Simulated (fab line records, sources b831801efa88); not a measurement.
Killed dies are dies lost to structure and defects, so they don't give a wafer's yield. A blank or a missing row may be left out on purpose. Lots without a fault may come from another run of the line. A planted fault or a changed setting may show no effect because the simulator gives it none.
fab line records | flow sky130
record lots=5 wafers=15 last_day=50
route steps=708 shown VIA1@479 METAL2@483 VIA2@507
lots that met no fault: from a run of the same line without faults
start_h: hours from the record's first day to the start of the lot's first wafer shown | wait_h: hours since the lot's step before | " the same as in the row above | L1.1+2: a row that stands for several wafers | - no value, or no start given | * or withheld: withheld | < > ~ a bound
route shown NAME@n: a module of which the file shows steps, and the number in the route of the first | usual: mean/standard deviation of fault-free wafers | same: alike in all rows | chamber/n: place in a boat | sites: the reading at each site | _std_site: their standard deviation | _edge_site: outer sites' mean less inner sites' | radius_mm: how far each site lies from the wafer's centre | mask NAME#n: copy n | behind: the tool/chamber that last shaped the wafer | hold: why the lot was held/for how many hours/how that ended | device: the transistor (n, p or np) that didn't switch | end of line: the same wafers' tests at the end of the route | a step without rows: its recipe alone | killed: dies lost to structure and defects at the first sort, not the wafer's yield | map: a wafer's dies, x killed, . not, _ none there
set.NAME: the setting as run; set.NAME@STEP: as run at that earlier step | model.NAME: the simulator's own value behind a step, which no gauge read
lots at some steps of the route; a table a step, a row a wafer
services: from which hour (start_h, from the record's first day; less than 0 if before it) a tool's chamber was out of use, for how many hours, and why
## steps
# step SKY_VIA1_CVD_21
# recipe material=W target_thk_nm=270 time_s=80.902 temp_c=400 pressure_torr=40
# usual heater_power_w=849/65
# columns lot.wafer tool chamber start_h wait_h heater_power_w since_wet_clean_h
L074.1 cvd_w-02 1 785.90 0.0 957 882
L074.5 " 0 " " 778 -
L074.6 " 1 " " 955 -
L076.1 cvd_w-02 1 801.52 0.0 933 898
L076.2 " 0 " " 804 898
L076.5 " 0 " " 796 -
L091.1 cvd_w-01 1 926.20 0.0 826 522
L091.4 " 0 " " 856 -
L091.6 " 1 " " 818 -
L094.3 cvd_w-01 1 938.54 0.1 815 -
L094.4 " 0 " " 840 -
L094.6 " 0 " " 848 -
L097.4 cvd_w-02 0 957.53 0.0 757 -
L097.5 " 1 " " 909 -
L097.6 " 0 " " 738 -
# step SKY_VIA1_RS_MEAS_22
# recipe thk_meas_gauge=four-point-probe reads=W_of_VIA1_CVD_21+TiN_of_VIA1_SPUTTER_20
# usual VIA1_W_RS=0.427/0.0079
# columns lot.wafer tool chamber start_h wait_h VIA1_W_RS[ohm/sq]
L074.1 film_metro-03 - 785.99 0.1 0.431
L074.5 " - " " 0.433
L074.6 " - " " 0.436
L076.1 film_metro-03 - 801.61 0.1 0.433
L076.2 " - " " 0.424
L076.5 " - " " 0.430
L091.1 film_metro-04 - 926.29 0.1 0.433
L091.4 " - " " 0.416
L091.6 " - " " 0.431
L094.3 film_metro-04 - 938.65 0.1 0.430
L094.4 " - " " 0.422
L094.6 " - " " 0.422
L097.4 film_metro-02 - 957.65 0.1 0.428
L097.5 " - " " 0.441
L097.6 " - " " 0.430
# step SKY_VIA1_THK_MEAS_23
# recipe thk_meas_gauge=xrf reads=W_of_VIA1_CVD_21
# usual VIA1_W_THK=268/5.3
# columns lot.wafer tool chamber start_h wait_h VIA1_W_THK[nm]
L074.1 film_metro-03 - 786.11 0.1 269
L074.5 " - " " 267
L074.6 " - " " 263
L076.1 film_metro-03 - 801.73 0.1 265
L076.2 " - " " 272
L076.5 " - " " 267
L091.1 film_metro-04 - 926.41 0.1 265
L091.4 " - " " 277
L091.6 " - " " 266
L094.3 film_metro-04 - 938.75 0.1 267
L094.4 " - " " 272
L094.6 " - " " 273
L097.4 film_metro-02 - 957.74 0.1 267
L097.5 " - " " 261
L097.6 " - " " 267
# step SKY_VIA1_CMP_24
# recipe stop_on=SiO2 t_overpolish_s=15 down_force_psi=3.5 platen_rpm=60 target_thk_nm=0 pad_velocity_m_s=0.94248
# usual motor_current_A=11.1/1.1 overpolish_run_s=15.000/0.0099 time_to_endpoint_s=65/5.7
# columns lot.wafer tool chamber start_h wait_h motor_current_A overpolish_run_s time_to_endpoint_s
L074.1 cmp-02 1 786.32 0.2 11.2 14.999 64
L074.6 " 2 " " 9.5 14.985 55
L074.5 " 3 " " 13.2 15.015 69
L076.1 cmp-01 3 801.79 0.1 10.5 15.000 71
L076.2 " 0 " " 11.5 14.999 66
L076.5 " 0 " " 12.0 14.991 65
L091.4 cmp-02 3 926.52 0.1 12.9 14.995 75
L091.1 " 0 " " 10.6 15.013 62
L091.6 " 3 " " 13.2 15.009 73
L094.3 cmp-02 1 938.79 0.0 11.4 14.990 67
L094.4 " 3 " " 13.2 15.002 68
L094.6 " 2 " " 10.0 14.992 59
L097.4 cmp-01 0 957.77 0.0 11.7 15.011 61
L097.5 " 0 " " 11.6 15.003 60
L097.6 " 1 " " 11.2 14.996 53
# step SKY_METAL2_SPUTTER_00
# recipe material=Ti target_thk_nm=15 power_w=3000 time_s=10 chamber_pressure_pa=0.4
# usual throttle_valve_pct=30.9/0.9
# columns lot.wafer tool chamber start_h wait_h throttle_valve_pct
L074.1 pvd_sputter-04 - 786.47 0.1 31.0
L074.5 " - " " 30.6
L074.6 " - " " 31.0
L076.1 pvd_sputter-03 - 802.09 0.2 30.8
L076.2 " - " " 31.8
L076.5 " - " " 31.1
L091.1 pvd_sputter-03 - 926.77 0.1 29.9
L091.4 " - " " 30.8
L091.6 " - " " 29.0
L094.3 pvd_sputter-04 - 939.09 0.2 31.4
L094.4 " - " " 30.7
L094.6 " - " " 30.5
L097.4 pvd_sputter-03 - 958.07 0.2 31.7
L097.5 " - " " 29.0
L097.6 " - " " 31.3
# step SKY_METAL2_SPUTTER_01
# recipe material=TiN target_thk_nm=20 power_w=6500 time_s=16.7 chamber_pressure_pa=0.4
# usual throttle_valve_pct=30.9/0.88
# columns lot.wafer tool chamber start_h wait_h throttle_valve_pct
L074.1 pvd_sputter-04 - 786.50 0.0 31.3
L074.5 " - " " 30.6
L074.6 " - " " 31.1
L076.1 pvd_sputter-03 - 802.11 0.0 30.9
L076.2 " - " " 32.0
L076.5 " - " " 31.1
L091.1 pvd_sputter-03 - 926.79 0.0 29.7
L091.4 " - " " 31.1
L091.6 " - " " 29.2
L094.3 pvd_sputter-04 - 939.11 0.0 31.4
L094.4 " - " " 30.7
L094.6 " - " " 30.8
L097.4 pvd_sputter-03 - 958.10 0.0 31.5
L097.5 " - " " 29.5
L097.6 " - " " 30.8
# step SKY_METAL2_SPUTTER_02
# recipe material=AlCu target_thk_nm=250 power_w=10600 time_s=13.3 chamber_pressure_pa=0.4
# usual throttle_valve_pct=30.9/0.89
# columns lot.wafer tool chamber start_h wait_h throttle_valve_pct
L074.1 pvd_sputter-04 - 786.52 0.0 31.1
L074.5 " - " " 30.7
L074.6 " - " " 30.9
L076.1 pvd_sputter-03 - 802.14 0.0 30.7
L076.2 " - " " 31.9
L076.5 " - " " 30.9
L091.1 pvd_sputter-03 - 926.82 0.0 29.8
L091.4 " - " " 31.0
L091.6 " - " " 29.1
L094.3 pvd_sputter-04 - 939.13 0.0 31.6
L094.4 " - " " 30.7
L094.6 " - " " 30.7
L097.4 pvd_sputter-03 - 958.12 0.0 31.6
L097.5 " - " " 29.1
L097.6 " - " " 30.9
# step SKY_METAL2_SPUTTER_03
# recipe material=Ti target_thk_nm=5 power_w=3000 time_s=3.3 chamber_pressure_pa=0.4
# usual throttle_valve_pct=30.9/0.88
# columns lot.wafer tool chamber start_h wait_h throttle_valve_pct
L074.1 pvd_sputter-04 - 786.55 0.0 31.0
L074.5 " - " " 30.8
L074.6 " - " " 31.0
L076.1 pvd_sputter-03 - 802.16 0.0 31.1
L076.2 " - " " 31.5
L076.5 " - " " 30.9
L091.1 pvd_sputter-03 - 926.84 0.0 29.8
L091.4 " - " " 30.8
L091.6 " - " " 29.3
L094.3 pvd_sputter-04 - 939.16 0.0 31.5
L094.4 " - " " 30.9
L094.6 " - " " 30.6
L097.4 pvd_sputter-03 - 958.15 0.0 31.5
L097.5 " - " " 29.1
L097.6 " - " " 31.1
# step SKY_METAL2_SPUTTER_04
# recipe material=TiN target_thk_nm=70 power_w=6500 time_s=58.3 chamber_pressure_pa=0.4
# usual throttle_valve_pct=30.8/0.88
# columns lot.wafer tool chamber start_h wait_h throttle_valve_pct
L074.1 pvd_sputter-04 - 786.56 0.0 31.0
L074.5 " - " " 30.6
L074.6 " - " " 30.6
L076.1 pvd_sputter-03 - 802.18 0.0 31.0
L076.2 " - " " 31.7
L076.5 " - " " 30.8
L091.1 pvd_sputter-03 - 926.86 0.0 29.8
L091.4 " - " " 30.8
L091.6 " - " " 29.3
L094.3 pvd_sputter-04 - 939.18 0.0 31.4
L094.4 " - " " 30.7
L094.6 " - " " 30.6
L097.4 pvd_sputter-03 - 958.16 0.0 31.6
L097.5 " - " " 29.0
L097.6 " - " " 31.0
# step SKY_METAL2_RS_MEAS_05
# recipe thk_meas_gauge=four-point-probe reads=TiN_of_METAL2_SPUTTER_04+Ti_of_METAL2_SPUTTER_03+AlCu_of_METAL2_SPUTTER_02+TiN_of_METAL2_SPUTTER_01+Ti_of_METAL2_SPUTTER_00
# usual METAL2_ALCU_RS=0.1268/0.0017
# columns lot.wafer tool chamber start_h wait_h METAL2_ALCU_RS[ohm/sq]
L074.1 film_metro-01 - 786.61 0.0 0.1239
L074.5 " - " " 0.1260
L074.6 " - " " 0.1241
L076.1 film_metro-01 - 802.23 0.0 0.1278
L076.2 " - " " 0.1283
L076.5 " - " " 0.1292
L091.1 film_metro-03 - 926.91 0.0 0.1293
L091.4 " - " " 0.1271
L091.6 " - " " 0.1269
L094.3 film_metro-04 - 939.27 0.1 0.1273
L094.4 " - " " 0.1258
L094.6 " - " " 0.1256
L097.4 film_metro-03 - 958.27 0.1 0.1254
L097.5 " - " " 0.1249
L097.6 " - " " 0.1255
# step SKY_METAL2_THK_MEAS_06
# recipe thk_meas_gauge=xrf reads=AlCu_of_METAL2_SPUTTER_02
# usual METAL2_ALCU_THK=253/3.7
# columns lot.wafer tool chamber start_h wait_h METAL2_ALCU_THK[nm]
L074.1 film_metro-01 - 786.73 0.1 258
L074.5 " - " " 257
L074.6 " - " " 260
L076.1 film_metro-01 - 802.35 0.1 252
L076.2 " - " " 252
L076.5 " - " " 251
L091.1 film_metro-03 - 927.03 0.1 248
L091.4 " - " " 251
L091.6 " - " " 251
L094.3 film_metro-04 - 939.37 0.1 248
L094.4 " - " " 251
L094.6 " - " " 251
L097.4 film_metro-03 - 958.36 0.1 254
L097.5 " - " " 256
L097.6 " - " " 253
# step SKY_METAL2_DEHYDRATE_07
# recipe temp_c=200 time_s=60
# columns lot.wafer tool chamber start_h wait_h
L074.1+5+6 litho_track-04 0 799.17 12.4
L076.1+2+5 litho_track-04 0 815.92 13.6
L091.1+4+6 litho_track-01 0 938.56 11.5
L094.3+4+6 litho_track-01 0 950.66 11.3
L097.4+5+6 litho_track-01 0 970.43 12.1
# step SKY_METAL2_HMDS_08
# recipe prime_time_s=60 prime_temp_c=120
# same prime_time_s=60
# columns lot.wafer tool chamber start_h wait_h
L074.1+5+6 litho_track-04 0 799.32 0.1
L076.1+2+5 litho_track-04 0 816.07 0.1
L091.1+4+6 litho_track-01 0 938.71 0.1
L094.3+4+6 litho_track-01 0 950.81 0.1
L097.4+5+6 litho_track-01 0 970.58 0.1
# step SKY_METAL2_COAT_09
# recipe resist=BARC temp_c=withheld time_s=withheld spin_rpm=3000 resist_thk_nm=60
# columns lot.wafer tool chamber start_h wait_h
L074.1+5+6 litho_track-04 0 799.47 0.1
L076.1+2+5 litho_track-04 0 816.22 0.1
L091.1+4+6 litho_track-01 0 938.86 0.1
L094.3+4+6 litho_track-01 0 950.96 0.1
L097.4+5+6 litho_track-01 0 970.73 0.1
# step SKY_METAL2_COAT_10
# recipe resist=KrF-thick spin_rpm=3000 resist_thk_nm=447.1
# columns lot.wafer tool chamber start_h wait_h
L074.1+5+6 litho_track-04 0 - -
L076.1+2+5 litho_track-04 0 - -
L091.1+4+6 litho_track-01 0 - -
L094.3+4+6 litho_track-01 0 - -
L097.4+5+6 litho_track-01 0 - -
# step SKY_METAL2_SOFTBAKE_11
# recipe temp_c=100 time_s=90 resist=KrF-thick
# columns lot.wafer tool chamber start_h wait_h
L074.1+5+6 litho_track-04 0 - -
L076.1+2+5 litho_track-04 0 - -
L091.1+4+6 litho_track-01 0 - -
L094.3+4+6 litho_track-01 0 - -
L097.4+5+6 litho_track-01 0 - -
# step SKY_METAL2_EXPOSE_12
# recipe mask_id=MM2 na=0.8 source_shape=annular sigma_inner=0.55 sigma_outer=0.85 target_cd_nm=140 dose_mj=28
# usual reticle_temp_C=23.04/0.1
# columns lot.wafer tool chamber start_h wait_h mask reticle_temp_C
L074.1 krf_scanner-02 0 - - MM2#0 23.16
L074.5 " 0 " " MM2#0 22.93
L074.6 " 0 " " MM2#0 23.05
L076.1 krf_scanner-01 0 - - MM2#0 23.04
L076.2 " 0 " " MM2#0 23.07
L076.5 " 0 " " MM2#0 22.98
L091.1 krf_scanner-02 0 - - MM2#0 22.99
L091.4 " 0 " " MM2#0 22.89
L091.6 " 0 " " MM2#0 22.86
L094.3 krf_scanner-02 0 - - MM2#0 23.09
L094.4 " 0 " " MM2#0 23.14
L094.6 " 0 " " MM2#0 23.09
L097.4 krf_scanner-01 0 - - MM2#0 23.02
L097.5 " 0 " " MM2#0 22.98
L097.6 " 0 " " MM2#0 23.03
# step SKY_METAL2_PEB_13
# recipe peb_temp_c=withheld peb_time_s=withheld resist=KrF-thick
# columns lot.wafer tool chamber start_h wait_h
L074.1+5+6 litho_track-01 0 - -
L076.1+2+5 litho_track-04 0 - -
L091.1+4+6 litho_track-02 0 - -
L094.3+4+6 litho_track-02 0 - -
L097.4+5+6 litho_track-02 0 - -
# step SKY_METAL2_DEVELOP_14
# recipe develop_time_s=60 resist=KrF-thick dev_temp_c=21
# usual developer_temp_C=21.00/0.098
# columns lot.wafer tool chamber start_h wait_h developer_temp_C
L074.1 litho_track-01 0 - - 20.91
L074.5 " 0 " " 20.86
L074.6 " 0 " " 20.99
L076.1 litho_track-04 0 - - 21.03
L076.2 " 0 " " 21.13
L076.5 " 0 " " 21.03
L091.1 litho_track-02 0 - - 21.13
L091.4 " 0 " " 21.13
L091.6 " 0 " " 21.01
L094.3 litho_track-02 0 - - 20.93
L094.4 " 0 " " 21.01
L094.6 " 0 " " 21.06
L097.4 litho_track-02 0 - - 21.15
L097.5 " 0 " " 20.97
L097.6 " 0 " " 21.10
# step SKY_METAL2_CD_MEAS_15
# recipe target_cd_nm=140
# usual cd_nm=139.8/1.3
# columns lot.wafer tool chamber start_h wait_h cd_nm
L074.1 cd_sem-01 - 813.90 - 139.7
L074.5 " - " " 138.6
L074.6 " - " " 137.8
L076.1 cd_sem-02 - 829.12 - 141.6
L076.2 " - " " 140.4
L076.5 " - " " 140.8
L091.1 cd_sem-01 - 951.08 - 139.1
L091.4 " - " " 139.0
L091.6 " - " " 136.8
L094.3 cd_sem-02 - 963.52 - 139.0
L094.4 " - " " 140.3
L094.6 " - " " 139.8
L097.4 cd_sem-01 - 983.19 - 140.6
L097.5 " - " " 139.9
L097.6 " - " " 141.2
# step SKY_METAL2_OVL_MEAS_16
# usual METAL2_OVL=-3/4.5
# columns lot.wafer tool chamber start_h wait_h METAL2_OVL[nm]
L074.1 overlay-01 - 814.02 0.1 1
L074.5 " - " " -5
L074.6 " - " " -6
L076.1 overlay-01 - 829.24 0.1 2
L076.2 " - " " -3
L076.5 " - " " -2
L091.1 overlay-02 - 951.20 0.1 1
L091.4 " - " " -3
L091.6 " - " " -4
L094.3 overlay-02 - 963.61 0.1 -5
L094.4 " - " " 2
L094.6 " - " " -8
L097.4 overlay-02 - 983.27 0.1 0
L097.5 " - " " 1
L097.6 " - " " -2
# step SKY_METAL2_DESCUM_17
# recipe chemistry=O2 source_power_w=150 bias_power_w=0 pressure_mtorr=10 temp_c=40 time_s=8
# usual drypump_motor_current_A=6.10/0.28 oes_product_au=1.010/0.014
# columns lot.wafer tool chamber start_h wait_h drypump_motor_current_A oes_product_au rf_hours_counter_h
L074.1 rie_metal-04 0 814.06 0.0 6.13 0.988 3
L074.5 " 0 " " 6.11 0.977 -
L074.6 " 1 " " 6.45 0.992 -
L076.1 rie_metal-04 1 829.27 0.0 6.50 0.993 10
L076.2 " 0 " " 6.10 0.988 3
L076.5 " 1 " " 6.48 0.993 -
L091.1 rie_metal-02 0 951.24 0.0 6.17 1.031 17
L091.4 " 0 " " 6.25 1.031 -
L091.6 " 1 " " 6.02 0.999 -
L094.3 rie_metal-04 0 963.66 0.0 6.12 0.998 -
L094.4 " 0 " " 6.11 0.997 -
L094.6 " 0 " " 6.12 1.003 -
L097.4 rie_metal-02 0 983.30 0.0 6.20 1.016 -
L097.5 " 0 " " 6.20 1.020 -
L097.6 " 1 " " 6.03 1.013 -
# step SKY_METAL2_ETCH_18
# recipe chemistry=N2/H2 target=BARC ion_energy_ev=200 bias_w=100 pressure_mtorr=30 n2_flow_sccm=100 h2_flow_sccm=200 icp_w=500 stop_on=SiO2 time_s=45.9 target_depth_a=600
# usual drypump_motor_current_A=6.10/0.28 n2_flow_sccm=100.01/0.26 oes_product_au=0.855/0.0051 throttle_valve_pct=13.225/0.0093
# columns lot.wafer tool chamber start_h wait_h drypump_motor_current_A n2_flow_sccm oes_product_au rf_hours_counter_h throttle_valve_pct
L074.1 rie_metal-04 0 814.09 0.0 6.14 99.84 0.860 3 13.227
L074.5 " 0 " " 6.14 100.06 0.863 - 13.222
L074.6 " 1 " " 6.46 100.15 0.842 - 13.241
L076.1 rie_metal-04 1 829.30 0.0 6.48 100.10 0.853 10 13.214
L076.2 " 0 " " 6.13 100.34 0.847 3 13.231
L076.5 " 1 " " 6.47 100.07 0.861 - 13.218
L091.1 rie_metal-02 0 951.27 0.0 6.16 100.27 0.862 17 13.222
L091.4 " 0 " " 6.19 99.99 0.856 - 13.217
L091.6 " 1 " " 6.05 100.02 0.850 - 13.221
L094.3 rie_metal-04 0 963.74 0.1 6.12 99.85 0.845 - 13.228
L094.4 " 0 " " 6.12 100.06 0.859 - 13.218
L094.6 " 0 " " 6.11 100.17 0.857 - 13.222
L097.4 rie_metal-02 0 983.34 0.0 6.24 99.81 0.853 - 13.225
L097.5 " 0 " " 6.20 100.22 0.856 - 13.229
L097.6 " 1 " " 6.05 99.31 0.854 - 13.231
# step SKY_METAL2_METAL_ETCH_19
# recipe target_depth_a=3600 stop_on=SiO2 over_etch_frac=0.3 time_s=78 chemistry=Cl2/BCl3 resist_sidewall_deg=88 pressure_mtorr=10 icp_w=900 bias_w=48.5 Cl2_flow_sccm=60 bcl3_flow_sccm=30
# usual drypump_motor_current_A=6.09/0.28 oes_product_au=0.854/0.0054 throttle_valve_pct=22.263/0.0099
# columns lot.wafer tool chamber start_h wait_h drypump_motor_current_A oes_product_au rf_hours_counter_h throttle_valve_pct
L074.1 rie_metal-04 0 814.16 0.0 6.12 0.858 3 22.252
L074.5 " 0 " " 6.11 0.846 - 22.238
L074.6 " 1 " " 6.48 0.856 - 22.262
L076.1 rie_metal-04 1 829.37 0.0 6.46 0.844 10 22.274
L076.2 " 0 " " 6.12 0.847 3 22.269
L076.5 " 1 " " 6.46 0.852 - 22.258
L091.1 rie_metal-02 0 951.33 0.0 6.18 0.858 17 22.249
L091.4 " 0 " " 6.17 0.860 - 22.270
L091.6 " 1 " " 6.07 0.865 - 22.264
L094.3 rie_metal-04 0 963.89 0.1 6.10 0.848 - 22.256
L094.4 " 0 " " 6.10 0.862 - 22.258
L094.6 " 0 " " 6.11 0.855 - 22.261
L097.4 rie_metal-02 0 983.41 0.1 6.21 0.861 - 22.251
L097.5 " 0 " " 6.18 0.852 - 22.269
L097.6 " 1 " " 6.06 0.856 - 22.266
# step SKY_METAL2_STRIP_20
# recipe chemistry=O2/N2 power_w=1400 pressure_mtorr=1500 platen_temp_c=withheld o2_flow_sccm=3000 n2_flow_sccm=300 overash_fraction=0.5
# usual drypump_motor_current_A=5.6/0.32 n2_flow_sccm=300.0/0.98 oes_product_au=0.340/0.0055 strip_time_to_endpoint_s=2.62/0.067
# columns lot.wafer tool chamber start_h wait_h drypump_motor_current_A n2_flow_sccm oes_product_au rf_hours_counter_h strip_time_to_endpoint_s
L074.1 plasma_asher-04 0 814.25 0.1 6.2 300.3 0.345 6 2.69
L074.5 " 1 " " 5.8 301.3 0.349 - 2.72
L074.6 " 0 " " 6.2 299.2 0.347 - 2.70
L076.1 plasma_asher-02 1 829.46 0.1 5.5 300.4 0.341 106 2.71
L076.2 " 0 " " 5.7 299.3 0.342 106 2.68
L076.5 " 1 " " 5.5 300.1 0.344 - 2.69
L091.1 plasma_asher-04 0 951.42 0.1 6.2 299.6 0.333 20 2.49
L091.4 " 1 " " 5.8 299.6 0.336 - 2.56
L091.6 " 0 " " 6.2 299.4 0.339 - 2.62
L094.3 plasma_asher-03 0 964.04 0.1 5.6 300.2 0.344 - 2.66
L094.4 " 1 " " 5.1 298.6 0.344 - 2.67
L094.6 " 0 " " 5.6 299.9 0.346 - 2.65
L097.4 plasma_asher-04 1 983.51 0.1 5.8 300.5 0.342 - 2.57
L097.5 " 1 " " 5.8 300.4 0.340 - 2.54
L097.6 " 0 " " 6.2 301.0 0.337 - 2.63
# step SKY_METAL2_STRIP_21
# recipe chemistry=post_etch_residue_remover time_s=1200 temp_c=72.5
# columns lot.wafer tool chamber start_h wait_h
L074.1+5+6 wet_bench-04 0 814.35 0.1
L076.1+2+5 wet_bench-04 0 829.56 0.1
L091.1+4+6 wet_bench-04 3 951.52 0.1
L094.3+4+6 wet_bench-02 0 964.11 0.0
L097.4+5+6 wet_bench-04 0 983.57 0.0
# step SKY_METAL2_CLEAN_22
# recipe chemistry=IPA time_s=180 temp_c=25
# columns lot.wafer tool chamber start_h wait_h
L074.1+5+6 wet_bench-03 2 814.69 0.0
L076.1+2+5 wet_bench-02 2 829.90 0.0
L091.1+4+6 wet_bench-03 2 951.86 0.0
L094.3+4+6 wet_bench-04 0 964.45 0.0
L097.4+5+6 wet_bench-02 3 983.94 0.0
# step SKY_METAL2_CLEAN_23
# recipe chemistry=O3/DIW dry=n2_spin
# columns lot.wafer tool chamber start_h wait_h
L074.1+5+6 wet_bench-02 0 814.75 0.0
L076.1+2+5 wet_bench-03 1 829.96 0.0
L091.1+4+6 wet_bench-02 0 951.92 0.0
L094.3+4+6 wet_bench-02 1 964.51 0.0
L097.4+5+6 wet_bench-03 3 984.00 0.0
# step SKY_VIA2_HDPCVD_00
# recipe material=SiO2 target_thk_nm=1180 sigma_open_frac=0.3 time_s=196.7 temp_c=400 sih4_flow_sccm=60 pressure_mtorr=6
# columns lot.wafer tool chamber start_h wait_h
L074.1+5+6 hdpcvd-02 1,1,0 814.84 0.0
L076.1+2+5 hdpcvd-01 1,0,0 830.05 0.0
L091.1+4+6 hdpcvd-01 2,1,0 952.02 0.0
L094.3+4+6 hdpcvd-01 0,1,2 964.60 0.0
L097.4+5+6 hdpcvd-02 1,2,0 984.16 0.1
# step SKY_VIA2_THK_MEAS_01
# recipe reads=SiO2_of_VIA2_HDPCVD_00
# usual VIA2_HDPCVD_THK=1171/16
# columns lot.wafer tool chamber start_h wait_h VIA2_HDPCVD_THK[nm]
L074.1 film_metro-01 - 814.96 0.1 1151
L074.5 " - " " 1152
L074.6 " - " " 1170
L076.1 film_metro-03 - 830.17 0.1 1173
L076.2 " - " " 1146
L076.5 " - " " 1153
L091.1 film_metro-02 - 952.15 0.1 1183
L091.4 " - " " 1186
L091.6 " - " " 1188
L094.3 film_metro-01 - 964.74 0.1 1169
L094.4 " - " " 1174
L094.6 " - " " 1167
L097.4 film_metro-01 - 984.25 0.0 1157
L097.5 " - " " 1163
L097.6 " - " " 1176
# step SKY_VIA2_CMP_02
# recipe material=SiO2 down_force_psi=4 platen_rpm=60 pad_velocity_m_s=0.94248
# usual motor_current_A=12.1/1.1
# columns lot.wafer tool chamber start_h wait_h motor_current_A
L074.1 cmp-01 2 815.07 0.1 11.9
L074.6 " 1 " " 12.1
L074.5 " 2 " " 12.6
L076.2 cmp-02 1 830.33 0.1 12.0
L076.1 " 2 " " 10.4
L076.5 " 3 " " 14.5
L091.1 cmp-01 3 952.26 0.1 11.5
L091.4 " 1 " " 12.0
L091.6 " 3 " " 11.8
L094.3 cmp-01 3 964.88 0.1 11.1
L094.4 " 0 " " 12.3
L094.6 " 2 " " 12.9
L097.4 cmp-01 0 984.33 0.1 12.6
L097.6 " 3 " " 11.6
L097.5 " 0 " " 12.0
# step SKY_VIA2_BOW_MEAS_03
# recipe mode=bow
# usual VIA2_BOW=86/7.1
# columns lot.wafer tool chamber start_h wait_h VIA2_BOW[um]
L074.1 film_metro-02 - 815.32 0.2 85
L074.5 " - " " 86
L074.6 " - " " 96
L076.1 film_metro-01 - 830.53 0.1 78
L076.2 " - " " 83
L076.5 " - " " 88
L091.1 film_metro-03 - 952.51 0.2 80
L091.4 " - " " 80
L091.6 " - " " 82
L094.3 film_metro-03 - 965.12 0.2 97
L094.4 " - " " 88
L094.6 " - " " 98
L097.4 film_metro-03 - 984.64 0.3 86
L097.5 " - " " 90
L097.6 " - " " 89
# step SKY_VIA2_DEHYDRATE_04
# recipe temp_c=200 time_s=60
# columns lot.wafer tool chamber start_h wait_h
L074.1+5+6 litho_track-03 0 827.59 12.2
L076.1+2+5 litho_track-01 0 842.91 12.4
L091.1+4+6 litho_track-03 0 963.99 11.5
L094.3+4+6 litho_track-03 0 976.74 11.6
L097.4+5+6 litho_track-01 0 995.63 11.0
# step SKY_VIA2_HMDS_05
# recipe prime_time_s=60 prime_temp_c=120
# same prime_time_s=60
# columns lot.wafer tool chamber start_h wait_h
L074.1+5+6 litho_track-03 0 827.74 0.1
L076.1+2+5 litho_track-01 0 843.06 0.1
L091.1+4+6 litho_track-03 0 964.14 0.1
L094.3+4+6 litho_track-03 0 976.89 0.1
L097.4+5+6 litho_track-01 0 995.78 0.1
# step SKY_VIA2_COAT_06
# recipe resist=BARC temp_c=withheld time_s=withheld spin_rpm=3000 resist_thk_nm=60
# columns lot.wafer tool chamber start_h wait_h
L074.1+5+6 litho_track-03 0 827.89 0.1
L076.1+2+5 litho_track-01 0 843.21 0.1
L091.1+4+6 litho_track-03 0 964.29 0.1
L094.3+4+6 litho_track-03 0 977.04 0.1
L097.4+5+6 litho_track-01 0 995.93 0.1
# step SKY_VIA2_COAT_07
# recipe resist=KrF-thick spin_rpm=3000 resist_thk_nm=450
# columns lot.wafer tool chamber start_h wait_h
L074.1+5+6 litho_track-03 0 - -
L076.1+2+5 litho_track-01 0 - -
L091.1+4+6 litho_track-03 0 - -
L094.3+4+6 litho_track-03 0 - -
L097.4+5+6 litho_track-01 0 - -
# step SKY_VIA2_SOFTBAKE_08
# recipe temp_c=100 time_s=90 resist=KrF-thick
# columns lot.wafer tool chamber start_h wait_h
L074.1+5+6 litho_track-03 0 - -
L076.1+2+5 litho_track-01 0 - -
L091.1+4+6 litho_track-03 0 - -
L094.3+4+6 litho_track-03 0 - -
L097.4+5+6 litho_track-01 0 - -
# step SKY_VIA2_EXPOSE_09
# recipe mask_id=VIM2 na=0.8 source_shape=annular sigma_inner=0.55 sigma_outer=0.85 target_cd_nm=200 dose_mj=38
# usual reticle_temp_C=23.01/0.11
# columns lot.wafer tool chamber start_h wait_h mask reticle_temp_C
L074.1 krf_scanner-02 0 - - VIM2#0 22.71
L074.5 " 0 " " VIM2#0 23.02
L074.6 " 0 " " VIM2#0 22.96
L076.1 krf_scanner-01 0 - - VIM2#0 23.07
L076.2 " 0 " " VIM2#0 23.03
L076.5 " 0 " " VIM2#0 23.07
L091.1 krf_scanner-01 0 - - VIM2#0 22.93
L091.4 " 0 " " VIM2#0 23.00
L091.6 " 0 " " VIM2#0 23.08
L094.3 krf_scanner-01 0 - - VIM2#0 23.18
L094.4 " 0 " " VIM2#0 23.23
L094.6 " 0 " " VIM2#0 22.91
L097.4 krf_scanner-01 0 - - VIM2#0 22.93
L097.5 " 0 " " VIM2#0 22.98
L097.6 " 0 " " VIM2#0 22.91
# step SKY_VIA2_PEB_10
# recipe peb_temp_c=withheld peb_time_s=withheld resist=KrF-thick
# columns lot.wafer tool chamber start_h wait_h
L074.1+5+6 litho_track-01 0 - -
L076.1+2+5 litho_track-02 0 - -
L091.1+4+6 litho_track-01 0 - -
L094.3+4+6 litho_track-02 0 - -
L097.4+5+6 litho_track-02 0 - -
# step SKY_VIA2_DEVELOP_11
# recipe develop_time_s=60 resist=KrF-thick dev_temp_c=21
# usual developer_temp_C=20.99/0.088
# columns lot.wafer tool chamber start_h wait_h developer_temp_C
L074.1 litho_track-01 0 - - 21.01
L074.5 " 0 " " 20.97
L074.6 " 0 " " 20.88
L076.1 litho_track-02 0 - - 21.09
L076.2 " 0 " " 21.12
L076.5 " 0 " " 20.94
L091.1 litho_track-01 0 - - 21.00
L091.4 " 0 " " 21.05
L091.6 " 0 " " 21.14
L094.3 litho_track-02 0 - - 21.10
L094.4 " 0 " " 21.04
L094.6 " 0 " " 20.92
L097.4 litho_track-02 0 - - 20.83
L097.5 " 0 " " 21.03
L097.6 " 0 " " 20.84
## services
# columns tool chamber start_h hours kind
wet_bench-04 - 777.93 1.9 pm
krf_scanner-01 - 778.43 1.3 pm
cmp-02 - 792.31 1.4 repair
krf_scanner-01 - 794.26 9.3 repair
cmp-02 - 797.71 2.0 repair
krf_scanner-02 - 803.60 0.8 pm
pvd_sputter-03 - 803.80 0.9 repair
cmp-02 - 844.40 1.8 repair
krf_scanner-02 - 853.37 1.3 pm
krf_scanner-01 - 854.73 0.8 pm
cmp-02 - 855.19 4.2 repair
krf_scanner-01 - 856.41 1.0 pm
cmp-02 - 859.43 3.9 pm
cmp-01 - 860.29 2.5 repair
krf_scanner-02 - 862.48 1.0 pm
cmp-01 - 872.59 1.9 repair
wet_bench-04 - 874.46 1.8 repair
krf_scanner-02 - 875.12 0.5 repair
krf_scanner-02 - 886.92 20.2 repair
cmp-01 - 912.02 4.0 pm
krf_scanner-01 - 954.25 1.3 pm
rie_metal-04 1 959.01 8.1 repair
rie_metal-04 1 982.31 19.4 repair
pvd_sputter-03 - 996.24 3.9 repair
## key
fault none
